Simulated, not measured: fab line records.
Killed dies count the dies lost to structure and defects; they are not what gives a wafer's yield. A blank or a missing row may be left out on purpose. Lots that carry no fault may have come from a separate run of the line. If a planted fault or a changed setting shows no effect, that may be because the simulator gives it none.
fab line records | flow sky130
[record] lots = 5 wafers = 15 last_day = 49
route steps=708 shown VIA1@475 METAL2@483 PAD_OPEN@708
lots with no fault: from the same line, run without faults
start_h: the number of hours between the record's first day and the start of the first shown wafer of the lot | wait_h: hours from the lot's prior step to this one | " identical to the entry in the row above | L1.1+2: a single row standing in for several wafers | - value missing, or start not given | * or withheld: withheld | < > ~ a bound
route shown NAME@n: NAME is a module with steps in the file, n the number in the route of the first one | usual: mean/standard deviation taken from wafers without a fault | same: alike in all rows | chamber/n: place in a boat | sites: each site's reading | _std_site: standard deviation of those values | _edge_site: mean of outer sites minus mean of inner sites | radius_mm: how far each site lies from the wafer's centre | mask NAME#n: copy n | behind: the tool/chamber that last shaped the wafer | hold: reason for holding the lot/hours on hold/outcome of the hold | device: the n, p or np transistor that did not switch | end of line: the route-end tests of the same wafers | for a step that has no rows: nothing shown but its recipe | killed: count of dies lost to structure and defects at first sort (not the wafer's yield) | map: shows each die of a wafer: x if killed, . if not, _ if none is there
set.NAME: the setting that was run; set.NAME@STEP: the one run at that earlier step | model.NAME: the simulator's own value behind a step, which no gauge read
lots seen at some steps along the route; tables by step, rows by wafer
services: a tool's chamber out of use, with start hour (start_h, from the record's first day; less than 0 if before it), hours out, and reason
[[steps]]
[step SKY_VIA1_STRIP_17]
[recipe] chemistry = post_etch_residue_remover time_s = 1200 temp_c = 72.5
[step SKY_VIA1_CLEAN_18]
[recipe] chemistry = IPA time_s = 180 temp_c = 25
[step SKY_VIA1_CLEAN_19]
[recipe] chemistry = O3/DIW dry = n2_spin
[step SKY_VIA1_SPUTTER_20]
[recipe] material = TiN target_thk_nm = 20 chamber_pressure_pa = 5 power_w = 4000 time_s = 80
[step SKY_VIA1_CVD_21]
[recipe] material = W target_thk_nm = 270 time_s = 80.902 temp_c = 400 pressure_torr = 40
[usual] chamber_pressure_Torr = 40.00/0.092 heater_power_w = 873/91
// columns lot.wafer tool chamber start_h wait_h chamber_pressure_Torr heater_power_w
L282.1 cvd_w-01 1 795.52 0.0 39.86 777
L282.4 " 0 " " 40.13 892
L282.6 " 0 " " 39.90 896
L285.2 cvd_w-01 1 809.67 0.0 40.12 786
L285.4 " 0 " " 39.99 896
L285.5 " 1 " " 40.14 778
L286.3 cvd_w-01 1 833.51 0.1 39.95 783
L286.4 " 0 " " 40.09 890
L286.6 " 0 " " 40.07 896
L288.2 cvd_w-01 0 842.21 0.0 40.10 864
L288.5 " 1 " " 40.00 785
L288.6 " 0 " " 39.83 889
L299.1 cvd_w-02 0 921.58 0.0 39.93 841
L299.2 " 1 " " 39.86 990
L299.3 " 1 " " 39.92 1049
[step SKY_VIA1_RS_MEAS_22]
[recipe] thk_meas_gauge = four-point-probe reads = W_of_VIA1_CVD_21+TiN_of_VIA1_SPUTTER_20
[usual] VIA1_W_RS = 0.428/0.0064
// columns lot.wafer tool chamber start_h wait_h VIA1_W_RS[ohm/sq]
L282.1 film_metro-03 - 795.62 0.1 0.425
L282.4 " - " " 0.425
L282.6 " - " " 0.429
L285.2 film_metro-02 - 809.78 0.1 0.423
L285.4 " - " " 0.430
L285.5 " - " " 0.423
L286.3 film_metro-04 - 833.61 0.1 0.424
L286.4 " - " " 0.424
L286.6 " - " " 0.427
L288.2 film_metro-03 - 842.32 0.1 0.422
L288.5 " - " " 0.421
L288.6 " - " " 0.426
L299.1 film_metro-02 - 921.68 0.1 0.429
L299.2 " - " " 0.440
L299.3 " - " " 0.431
[step SKY_VIA1_THK_MEAS_23]
[recipe] thk_meas_gauge = xrf reads = W_of_VIA1_CVD_21
[usual] VIA1_W_THK = 263/4.8
// columns lot.wafer tool chamber start_h wait_h VIA1_W_THK[nm]
L282.1 film_metro-03 - 795.74 0.1 268
L282.4 " - " " 266
L282.6 " - " " 263
L285.2 film_metro-02 - 809.89 0.1 262
L285.4 " - " " 258
L285.5 " - " " 263
L286.3 film_metro-04 - 833.71 0.1 266
L286.4 " - " " 266
L286.6 " - " " 262
L288.2 film_metro-03 - 842.43 0.1 270
L288.5 " - " " 270
L288.6 " - " " 267
L299.1 film_metro-02 - 921.80 0.1 260
L299.2 " - " " 254
L299.3 " - " " 260
[step SKY_VIA1_CMP_24]
[recipe] stop_on = SiO2 t_overpolish_s = 15 down_force_psi = 3.5 platen_rpm = 60 target_thk_nm = 0 pad_velocity_m_s = 0.94248
[usual] edge_zone_pressure_frac = 1.001/0.0055 motor_current_A = 10.6/0.83 overpolish_run_s = 15.000/0.0087 slurry_flow_ml_min = 150.0/0.51 time_to_endpoint_s = 67/3.6
// columns lot.wafer tool chamber start_h wait_h edge_zone_pressure_frac motor_current_A overpolish_run_s slurry_flow_ml_min time_to_endpoint_s
L282.4 cmp-01 1 795.80 0.0 0.999 9.8 15.012 149.3 68
L282.1 " 2 " " 1.001 9.7 14.998 149.9 69
L282.6 " 2 " " 0.996 10.1 15.002 150.2 69
L285.4 cmp-01 2 809.99 0.1 1.005 9.5 14.996 149.0 68
L285.2 " 3 " " 1.005 11.1 14.990 150.2 66
L285.5 " 2 " " 1.008 10.4 15.007 149.4 70
L286.4 cmp-01 0 833.85 0.1 0.999 11.1 15.009 149.6 68
L286.3 " 1 " " 0.998 9.5 15.002 150.1 68
L286.6 " 2 " " 1.006 9.5 14.996 149.5 69
L288.2 cmp-02 2 842.58 0.1 1.003 11.2 15.004 150.8 72
L288.6 " 0 " " 0.999 9.5 15.015 150.2 65
L288.5 " 1 " " 1.003 11.0 15.014 149.9 74
L299.3 cmp-01 0 921.86 0.0 0.997 12.3 15.013 149.9 65
L299.1 " 2 " " 1.002 9.5 14.996 150.3 69
L299.2 " 3 " " 0.994 11.0 15.008 150.2 61
[step SKY_METAL2_SPUTTER_00]
[recipe] material = Ti target_thk_nm = 15 power_w = 3000 time_s = 10 chamber_pressure_pa = 0.4
[usual] throttle_valve_pct = 30.0/1
// columns lot.wafer tool chamber start_h wait_h throttle_valve_pct
L282.1 pvd_sputter-04 - 796.10 0.2 31.3
L282.4 " - " " 28.8
L282.6 " - " " 28.9
L285.2 pvd_sputter-03 - 810.24 0.1 29.7
L285.4 " - " " 29.4
L285.5 " - " " 29.5
L286.3 pvd_sputter-03 - 834.05 0.1 30.1
L286.4 " - " " 31.0
L286.6 " - " " 29.6
L288.2 pvd_sputter-01 - 842.78 0.1 29.5
L288.5 " - " " 29.7
L288.6 " - " " 29.5
L299.1 pvd_sputter-01 - 922.16 0.1 31.2
L299.2 " - " " 29.6
L299.3 " - " " 29.6
[step SKY_METAL2_SPUTTER_01]
[recipe] material = TiN target_thk_nm = 20 power_w = 6500 time_s = 16.7 chamber_pressure_pa = 0.4
[usual] throttle_valve_pct = 30.0/1
// columns lot.wafer tool chamber start_h wait_h throttle_valve_pct
L282.1 pvd_sputter-04 - 796.12 0.0 31.3
L282.4 " - " " 28.9
L282.6 " - " " 29.0
L285.2 pvd_sputter-03 - 810.27 0.0 29.7
L285.4 " - " " 29.4
L285.5 " - " " 29.7
L286.3 pvd_sputter-03 - 834.07 0.0 30.0
L286.4 " - " " 31.3
L286.6 " - " " 29.8
L288.2 pvd_sputter-01 - 842.81 0.0 29.7
L288.5 " - " " 29.6
L288.6 " - " " 29.4
L299.1 pvd_sputter-01 - 922.18 0.0 31.3
L299.2 " - " " 29.5
L299.3 " - " " 29.7
[step SKY_METAL2_SPUTTER_02]
[recipe] material = AlCu target_thk_nm = 250 power_w = 10600 time_s = 13.3 chamber_pressure_pa = 0.4
[step SKY_METAL2_SPUTTER_03]
[recipe] material = Ti target_thk_nm = 5 power_w = 3000 time_s = 3.3 chamber_pressure_pa = 0.4
[step SKY_METAL2_SPUTTER_04]
[recipe] material = TiN target_thk_nm = 70 power_w = 6500 time_s = 58.3 chamber_pressure_pa = 0.4
[usual] throttle_valve_pct = 30.0/1
// columns lot.wafer tool chamber start_h wait_h throttle_valve_pct model.TiN_of_METAL2_SPUTTER_04.thk_nm
L282.1 pvd_sputter-04 - 796.19 0.0 31.3 69.46
L282.4 " - " " 28.8 69.71
L282.6 " - " " 29.0 68.85
L285.2 pvd_sputter-03 - 810.33 0.0 29.2 69.75
L285.4 " - " " 29.3 69.69
L285.5 " - " " 29.6 69.43
L286.3 pvd_sputter-03 - 834.14 0.0 30.1 70.01
L286.4 " - " " 31.0 70.13
L286.6 " - " " 29.7 69.1
L288.2 pvd_sputter-01 - 842.87 0.0 29.7 69.03
L288.5 " - " " 29.7 68.95
L288.6 " - " " 29.3 69.98
L299.1 pvd_sputter-01 - 922.25 0.0 31.2 69.5
L299.2 " - " " 29.5 69.58
L299.3 " - " " 29.9 89.59
[step SKY_METAL2_RS_MEAS_05]
[recipe] thk_meas_gauge = four-point-probe reads = TiN_of_METAL2_SPUTTER_04+Ti_of_METAL2_SPUTTER_03+AlCu_of_METAL2_SPUTTER_02+TiN_of_METAL2_SPUTTER_01+Ti_of_METAL2_SPUTTER_00
[usual] METAL2_ALCU_RS = 0.1269/0.0015
// columns lot.wafer tool chamber start_h wait_h METAL2_ALCU_RS[ohm/sq]
L282.1 film_metro-03 - 796.24 0.0 0.1246
L282.4 " - " " 0.1267
L282.6 " - " " 0.1267
L285.2 film_metro-04 - 810.40 0.0 0.1297
L285.4 " - " " 0.1271
L285.5 " - " " 0.1304
L286.3 film_metro-03 - 834.23 0.1 0.1268
L286.4 " - " " 0.1251
L286.6 " - " " 0.1299
L288.2 film_metro-03 - 842.94 0.0 0.1276
L288.5 " - " " 0.1278
L288.6 " - " " 0.1272
L299.1 film_metro-01 - 922.30 0.0 0.1259
L299.2 " - " " 0.1268
L299.3 " - " " 0.1263
[step SKY_METAL2_THK_MEAS_06]
[recipe] thk_meas_gauge = xrf reads = AlCu_of_METAL2_SPUTTER_02
[usual] METAL2_ALCU_THK = 247.9/3
// columns lot.wafer tool chamber start_h wait_h METAL2_ALCU_THK[nm]
L282.1 film_metro-03 - 796.36 0.1 249.6
L282.4 " - " " 244.7
L282.6 " - " " 245.3
L285.2 film_metro-04 - 810.51 0.1 243.0
L285.4 " - " " 247.6
L285.5 " - " " 242.0
L286.3 film_metro-03 - 834.33 0.1 246.5
L286.4 " - " " 249.6
L286.6 " - " " 241.2
L288.2 film_metro-03 - 843.05 0.1 246.4
L288.5 " - " " 246.0
L288.6 " - " " 246.9
L299.1 film_metro-01 - 922.42 0.1 250.8
L299.2 " - " " 247.8
L299.3 " - " " 240.3
[step SKY_METAL2_DEHYDRATE_07]
[recipe] temp_c = 200 time_s = 60
[step SKY_METAL2_HMDS_08]
[recipe] prime_time_s = 60 prime_temp_c = 120
[step SKY_METAL2_COAT_09]
[recipe] resist = BARC temp_c = withheld time_s = withheld spin_rpm = 3000 resist_thk_nm = 60
[step SKY_METAL2_COAT_10]
[recipe] resist = KrF-thick spin_rpm = 3000 resist_thk_nm = 450
[step SKY_METAL2_SOFTBAKE_11]
[recipe] temp_c = 100 time_s = 90 resist = KrF-thick
[step SKY_METAL2_EXPOSE_12]
[recipe] mask_id = MM2 na = 0.8 source_shape = annular sigma_inner = 0.55 sigma_outer = 0.85 target_cd_nm = 140 dose_mj = 28
[step SKY_METAL2_PEB_13]
[recipe] peb_temp_c = withheld peb_time_s = withheld resist = KrF-thick
[step SKY_METAL2_DEVELOP_14]
[recipe] develop_time_s = 60 resist = KrF-thick dev_temp_c = 21
[step SKY_METAL2_CD_MEAS_15]
[recipe] target_cd_nm = 140
[usual] cd_nm = 139.9/1.7
// columns lot.wafer tool chamber start_h wait_h cd_nm
L282.1 cd_sem-01 - 821.97 - 140.4
L282.4 " - " " 140.3
L282.6 " - " " 141.4
L285.2 cd_sem-01 - 836.65 - 142.6
L285.4 " - " " 143.4
L285.5 " - " " 143.3
L286.3 cd_sem-02 - 860.21 - 138.1
L286.4 " - " " 138.1
L286.6 " - " " 137.3
L288.2 cd_sem-01 - 869.14 - 143.0
L288.5 " - " " 141.9
L288.6 " - " " 141.0
L299.1 cd_sem-02 - 946.97 - 138.9
L299.2 " - " " 140.1
L299.3 " - " " 140.2
[step SKY_METAL2_OVL_MEAS_16]
[usual] METAL2_OVL = 3/5.6
// columns lot.wafer tool chamber start_h wait_h METAL2_OVL[nm]
L282.1 overlay-01 - 822.09 0.1 19
L282.4 " - " " 10
L282.6 " - " " 10
L285.2 overlay-02 - 836.76 0.1 9
L285.4 " - " " 5
L285.5 " - " " -7
L286.3 overlay-02 - 860.30 0.1 2
L286.4 " - " " 6
L286.6 " - " " 1
L288.2 overlay-02 - 869.24 0.1 3
L288.5 " - " " -2
L288.6 " - " " 6
L299.1 overlay-02 - 947.09 0.1 2
L299.2 " - " " 6
L299.3 " - " " 6
[step SKY_METAL2_DESCUM_17]
[recipe] chemistry = O2 source_power_w = 150 bias_power_w = 0 pressure_mtorr = 10 temp_c = 40 time_s = 8
[step SKY_METAL2_ETCH_18]
[recipe] chemistry = N2/H2 target = BARC ion_energy_ev = 200 bias_w = 100 pressure_mtorr = 30 n2_flow_sccm = 100 h2_flow_sccm = 200 icp_w = 500 stop_on = SiO2 time_s = 45.9 target_depth_a = 600
[step SKY_METAL2_METAL_ETCH_19]
[recipe] target_depth_a = 3600 stop_on = SiO2 over_etch_frac = 0.3 time_s = 78 chemistry = Cl2/BCl3 resist_sidewall_deg = 88 pressure_mtorr = 10 icp_w = 900 bias_w = 48.5 Cl2_flow_sccm = 60 bcl3_flow_sccm = 30
[step SKY_METAL2_STRIP_20]
[recipe] chemistry = O2/N2 power_w = 1400 pressure_mtorr = 1500 platen_temp_c = withheld o2_flow_sccm = 3000 n2_flow_sccm = 300 overash_fraction = 0.5
[usual] drypump_motor_current_A = 5.7/0.56 oes_product_au = 0.342/0.0048 strip_time_to_endpoint_s = 2.68/0.041
// columns lot.wafer tool chamber start_h wait_h drypump_motor_current_A oes_product_au rf_hours_counter_h strip_time_to_endpoint_s
L282.1 plasma_asher-01 0 822.31 0.1 6.6 0.337 69 2.74
L282.4 " 1 " " 5.4 0.346 - 2.73
L282.6 " 1 " " 5.4 0.339 - 2.68
L285.2 plasma_asher-04 1 837.16 0.1 5.3 0.346 9 2.64
L285.4 " 0 " " 5.3 0.346 - 2.67
L285.5 " 1 " " 5.3 0.336 - 2.66
L286.3 plasma_asher-01 1 860.54 0.1 5.4 0.341 - 2.65
L286.4 " 0 " " 6.6 0.343 - 2.69
L286.6 " 0 " " 6.6 0.340 - 2.66
L288.2 plasma_asher-04 0 869.46 0.1 5.3 0.344 12 2.69
L288.5 " 1 " " 5.3 0.342 - 2.70
L288.6 " 0 " " 5.3 0.331 - 2.61
L299.1 plasma_asher-01 1 947.31 0.1 5.4 0.341 81 2.67
L299.2 " 0 " " 6.6 0.347 81 2.68
L299.3 " 1 " " 5.4 0.348 - 2.73
[step SKY_METAL2_STRIP_21]
[recipe] chemistry = post_etch_residue_remover time_s = 1200 temp_c = 72.5
// columns lot.wafer tool chamber start_h wait_h model.TiN_of_METAL2_SPUTTER_04.thk_nm
L282.1 wet_bench-01 0 822.41 0.1 69.03
L282.4 " 0 " " 69.28
L282.6 " 0 " " 68.42
L285.2 wet_bench-02 3 837.26 0.1 69.34
L285.4 " 3 " " 69.27
L285.5 " 3 " " 69.02
L286.3 wet_bench-02 0 860.61 0.0 69.59
L286.4 " 0 " " 69.71
L286.6 " 0 " " 68.68
L288.2 wet_bench-01 0 869.56 0.1 68.61
L288.5 " 0 " " 68.54
L288.6 " 0 " " 69.56
L299.1 wet_bench-01 3 947.41 0.1 69.08
L299.2 " 3 " " 69.16
L299.3 " 3 " " 89.17
[step SKY_METAL2_CLEAN_22]
[recipe] chemistry = IPA time_s = 180 temp_c = 25
[step SKY_PAD_OPEN_PROBE_99]
[usual] defect_limited_yield = 82.9/1.7 killed_at_M0_to_M3 = 42/6.1 killed_at_M4_up = 3.4/2 killed_at_contacts = 23/4.8 killed_at_front_end = 15/3.8 killed_at_other = 0.3/0.48 killed_dies = 84/8.5 killed_on_rim = 16/3.9 killed_open = 46/6.8 killed_short = 38/6.2 sort_bin_3_pad_short = 0.8/0.42 sort_bin_5_function = 10.1/1.4 sort_bin_6_memory = 6.2/0.99 sort_n_pass = 408/8.5 sort_yield_pct = 82.9/1.7
[same] gross_dies = 492 killed_at_back_side = 0 sort_bin_4_leakage[%] = 0 sort_bin_8_speed[%] = 0
// columns lot.wafer tool chamber start_h wait_h defect_limited_yield[%] killed_at_M0_to_M3 killed_at_M4_up killed_at_contacts killed_at_front_end killed_at_other killed_dies killed_on_rim killed_open killed_short sort_bin_3_pad_short[%] sort_bin_5_function[%] sort_bin_6_memory[%] sort_n_pass sort_yield_pct[%] model.etest.via2_chain.rc_ohm
L282.1 prober-01 - 1079.44 0.1 82.9 44 4 21 15 0 84 17 42 42 1.0 10.4 5.7 408 82.9 9.194
L282.4 prober-01 - 1079.59 0.2 82.9 42 1 18 23 0 84 17 43 41 0 8.5 8.5 408 82.9 10.35
L282.6 prober-01 - 1079.69 0.2 80.9 45 6 28 14 1 94 14 43 51 1.4 10.6 7.1 398 80.9 10.08
L285.2 prober-02 - 1089.94 0.1 80.5 48 5 21 21 1 96 19 40 56 1.6 12.4 5.5 396 80.5 10.19
L285.4 prober-02 - 1090.04 0.2 82.9 45 6 22 11 0 84 21 44 40 0.6 9.1 7.3 408 82.9 9.957
L285.5 prober-02 - 1090.09 0.2 83.1 32 2 34 15 0 83 12 47 36 0.2 8.9 7.7 409 83.1 10.29
L286.3 prober-01 - 1110.64 0.2 78.9 49 3 29 23 0 104 22 62 42 1.4 11.6 8.1 388 78.9 9.309
L286.4 prober-01 - 1110.69 0.2 81.5 41 4 29 16 1 91 17 58 33 0.8 9.8 7.9 401 81.5 10.62
L286.6 prober-01 - 1110.79 0.2 81.3 54 7 17 14 0 92 25 49 43 1.0 10.8 6.9 400 81.3 10.16
L288.2 prober-01 - 1116.99 0.1 82.5 41 4 28 13 0 86 18 43 43 0.8 9.1 7.5 406 82.5 10.09
L288.5 prober-01 - 1117.14 0.2 85.4 32 3 24 13 0 72 11 39 32 1.2 7.1 6.3 420 85.4 10.01
L288.6 prober-01 - 1117.19 0.2 83.7 37 6 24 13 0 80 15 34 46 0.8 10.0 5.5 412 83.7 10.28
L299.1 prober-02 - 1172.82 0.1 83.1 40 5 23 15 0 83 16 41 42 0.8 8.5 7.5 409 83.1 10.35
L299.2 prober-02 - 1172.87 0.1 83.7 47 5 15 13 0 80 23 45 35 1.0 10.0 5.3 412 83.7 9.759
L299.3 prober-02 - 1172.92 0.2 82.3 42 3 25 17 0 87 10 52 35 0.4 10.8 6.5 405 82.3 11.35
// killed by level:class
L282.1 VIA1:geometric_particle:open=10 METAL2:geometric_particle:short=6 VIA1:geometric_particle:short=6 CONTACT:geometric_particle:short=5 VIA2:geometric_particle:open=5 POLY_GATE:geometric_particle:open=4 LI_CONTACT:geometric_particle:open=4 LOCAL_INTERCONNECT:geometric_particle:short=4
L282.4 VIA1:geometric_particle:open=9 VIA1:geometric_particle:short=8 CONTACT:geometric_particle:short=7 POLY_GATE:geometric_particle:short=6 VIA2:geometric_particle:open=6 FIELD_ISO:geometric_particle:short=5 POLY_GATE:geometric_particle:open=5 CONTACT:geometric_particle:open=5
L282.6 LI_CONTACT:geometric_particle:open=8 METAL1:geometric_particle:short=8 VIA1:geometric_particle:open=8 CONTACT:geometric_particle:short=7 METAL2:geometric_particle:short=7 LOCAL_INTERCONNECT:geometric_particle:short=5 CONTACT:geometric_particle:open=5 POLY_GATE:geometric_particle:open=4
L285.2 METAL1:geometric_particle:short=11 POLY_GATE:geometric_particle:short=8 VIA2:geometric_particle:open=8 VIA1:geometric_particle:short=8 LI_CONTACT:geometric_particle:open=6 METAL2:geometric_particle:short=6 CONTACT:geometric_particle:open=6 VIA1:geometric_particle:open=6
L285.4 CONTACT:geometric_particle:open=9 VIA1:geometric_particle:open=9 VIA3:geometric_particle:open=8 METAL2:geometric_particle:short=6 METAL1:geometric_particle:short=6 LOCAL_INTERCONNECT:geometric_particle:short=5 FIELD_ISO:geometric_particle:short=4 LI_CONTACT:geometric_particle:open=4
L285.5 CONTACT:geometric_particle:open=14 METAL2:geometric_particle:short=8 LI_CONTACT:geometric_particle:open=8 LI_CONTACT:geometric_particle:short=5 VIA3:geometric_particle:open=5 POLY_GATE:geometric_particle:short=4 VIA2:geometric_particle:open=4 FIELD_ISO:geometric_particle:short=3
L286.3 CONTACT:geometric_particle:open=14 VIA1:geometric_particle:open=14 LI_CONTACT:geometric_particle:open=8 FIELD_ISO:geometric_particle:short=7 FIELD_ISO:geometric_particle:open=6 VIA1:geometric_particle:short=6 POLY_GATE:geometric_particle:open=6 VIA2:geometric_particle:open=5
L286.4 VIA1:geometric_particle:open=14 CONTACT:geometric_particle:open=11 LI_CONTACT:geometric_particle:open=6 CONTACT:geometric_particle:short=6 VIA3:geometric_particle:open=6 POLY_GATE:geometric_particle:open=5 FIELD_ISO:geometric_particle:open=4 FIELD_ISO:geometric_particle:short=4
L286.6 VIA1:geometric_particle:open=18 METAL1:geometric_particle:short=7 POLY_GATE:geometric_particle:open=6 LI_CONTACT:geometric_particle:open=6 METAL4:geometric_particle:short=6 VIA1:geometric_particle:short=5 VIA3:geometric_particle:open=5 METAL2:geometric_particle:short=4
L288.2 CONTACT:geometric_particle:open=11 METAL2:geometric_particle:short=7 VIA3:geometric_particle:open=7 LI_CONTACT:geometric_particle:open=6 CONTACT:geometric_particle:short=6 METAL1:geometric_particle:short=6 METAL3:geometric_particle:short=6 VIA1:geometric_particle:open=5
L288.5 VIA1:geometric_particle:open=11 LI_CONTACT:geometric_particle:open=7 CONTACT:geometric_particle:short=6 CONTACT:geometric_particle:open=5 FIELD_ISO:geometric_particle:short=4 POLY_GATE:geometric_particle:open=4 VIA1:geometric_particle:short=4 VIA3:geometric_particle:open=4
L288.6 VIA1:geometric_particle:open=9 CONTACT:geometric_particle:open=8 METAL2:geometric_particle:short=8 CONTACT:geometric_particle:short=6 METAL4:geometric_particle:short=6 POLY_GATE:geometric_particle:short=5 LI_CONTACT:geometric_particle:short=4 VIA2:geometric_particle:open=4
L299.1 VIA1:geometric_particle:open=11 METAL1:geometric_particle:short=7 LI_CONTACT:geometric_particle:open=6 VIA2:geometric_particle:open=6 CONTACT:geometric_particle:short=5 CONTACT:geometric_particle:open=5 METAL4:geometric_particle:short=5 SPACER:geometric_particle:short=4
L299.2 VIA1:geometric_particle:open=15 LI_CONTACT:geometric_particle:open=6 CONTACT:geometric_particle:open=5 METAL2:geometric_particle:short=5 VIA2:geometric_particle:open=5 METAL1:geometric_particle:short=4 VIA1:geometric_particle:short=4 VIA3:geometric_particle:short=4
L299.3 VIA1:geometric_particle:open=13 LOCAL_INTERCONNECT:geometric_particle:short=9 VIA3:geometric_particle:open=8 LI_CONTACT:geometric_particle:open=7 FIELD_ISO:geometric_particle:short=4 CONTACT:geometric_particle:open=4 POLY_GATE:geometric_particle:open=4 VIA2:geometric_particle:open=4
[[services]]
// columns tool chamber start_h hours kind
cvd_w-02 - 776.91 1.5 repair
pvd_sputter-04 - 785.26 3.4 repair
cmp-02 - 790.68 0.4 repair
cmp-01 - 802.97 4.3 repair
pvd_sputter-04 - 815.04 4.4 repair
cmp-02 - 815.23 2.9 pm
cmp-02 - 844.32 3.1 repair
cmp-01 - 853.38 0.8 repair
cmp-01 - 860.90 0.3 repair
cvd_w-01 1 870.33 4.2 repair
wet_bench-02 - 873.89 2.0 repair
cvd_w-02 - 890.33 4.3 pm
cvd_w-01 - 904.00 14.0 pm
cvd_w-01 0 904.00 14.0 vent_cycle
cvd_w-01 1 904.00 14.0 vent_cycle
plasma_asher-01 - 904.09 1.9 repair
pvd_sputter-04 - 907.88 1.4 repair
cmp-01 - 912.00 4.0 pm
pvd_sputter-04 - 914.06 1.5 repair
cmp-01 - 916.00 - consumable_replace:conditioner
plasma_asher-01 - 918.16 0.6 repair
wet_bench-02 - 921.96 35.0 repair
cvd_w-01 - 933.72 2.8 pm
cmp-01 - 947.38 4.5 repair
[[key]]
first_sign none at tools or gauges
[model_effect] step = SKY_METAL2_SPUTTER_04 value = TiN_of_METAL2_SPUTTER_04.thk_nm without = 68.52 struck = 89.59
[model_effect] step = SKY_METAL2_STRIP_21 value = TiN_of_METAL2_SPUTTER_04.thk_nm without = 68.1 struck = 89.17
[model_effect] step = SKY_PAD_OPEN_PROBE_99 value = etest.via2_chain.rc_ohm without = 10.7 struck = 11.35
met_at SKY_METAL2_SPUTTER_04
struck_wafers L299.3
onset_between 842.87 922.25
[fault] kind = process_parameter_drift tool = pvd_sputter-01 chamber = - onset_h = 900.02 steps = SKY_METAL2_SPUTTER_04 channel = time_s offset = * shape = step end_h = 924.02 scope = struck_wafers_only acts_in = * stated = *
